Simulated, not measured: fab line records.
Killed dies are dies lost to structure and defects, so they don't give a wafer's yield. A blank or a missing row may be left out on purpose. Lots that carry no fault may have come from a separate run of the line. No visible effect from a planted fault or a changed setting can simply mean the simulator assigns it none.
The tool behind it: which one? || flow sky130 || 18 wafers from 6 lots sampled at 2 of the route's 708 steps

== WHAT THE GAUGES READ, wafer by wafer ==
SKY_VT_ADJUST_HVTR_CD_MEAS_07 targets a cd of 380 nm.
{"lot": "L500", "measured": "day 9 17:55", "on": "cd sem-01", "cd nm (nm)": "379.4 376.6 377.0"}
{"lot": "L502", "measured": "day 10 10:13", "on": "cd sem-02", "cd nm (nm)": "383.8 386.2 386.0"}
{"lot": "L504", "measured": "day 11 00:35", "on": "cd sem-01", "cd nm (nm)": "377.3 378.7 376.6"}
{"lot": "L512", "measured": "day 13 11:23", "on": "cd sem-01", "cd nm (nm)": "380.8 384.6 383.1"}
{"lot": "L514", "measured": "day 13 21:58", "on": "cd sem-01", "cd nm (nm)": "381.0 380.2 377.3"}
{"lot": "L521", "measured": "day 16 03:04", "on": "cd sem-01", "cd nm (nm)": "379.1 380.1 380.5"}

== WHICH TOOL RAN EACH LOT (tool, then ch and the chambers of the sampled wafers, then the start) ==
{"lot": "L500", "SKY_VT_ADJUST_HVTP_STRIP_10": "plasma asher-02 ch 0,1, day 6 09:51"}
{"lot": "L502", "SKY_VT_ADJUST_HVTP_STRIP_10": "plasma asher-04 ch 0,1, day 6 22:01"}
{"lot": "L504", "SKY_VT_ADJUST_HVTP_STRIP_10": "plasma asher-01 ch 0,1, day 7 11:25"}
{"lot": "L512", "SKY_VT_ADJUST_HVTP_STRIP_10": "plasma asher-04 ch 0,1, day 9 12:34"}
{"lot": "L514", "SKY_VT_ADJUST_HVTP_STRIP_10": "plasma asher-01 ch 0,1, day 9 23:24"}
{"lot": "L521", "SKY_VT_ADJUST_HVTP_STRIP_10": "plasma asher-02 ch 0,1, day 11 21:12"}
- SKY_VT_ADJUST_HVTP_STRIP_10: strips in O2/N2.

== THE ANSWER, worked out from the rows above alone ==
Rule: the lots themselves supply what counts as usual. Put in order of their means at a reading, lots are off if they are a third of the lots or fewer, leave a main group of 4 or more, and stand apart from it by a gap of 3 or more times the standard deviation of the main group's means; of several such gaps the widest counts. A main group is skipped when, at the precision printed for the reading in the tables above, its means are all equal. Also off: a lot with no number at a reading for which 4 or more lots have one. The other lots that the step has rows for count as sound.
Across all readings shown, no lot is off: no conclusion can be drawn from this.

== WHAT THE SIMULATOR HAD PUT IN ==
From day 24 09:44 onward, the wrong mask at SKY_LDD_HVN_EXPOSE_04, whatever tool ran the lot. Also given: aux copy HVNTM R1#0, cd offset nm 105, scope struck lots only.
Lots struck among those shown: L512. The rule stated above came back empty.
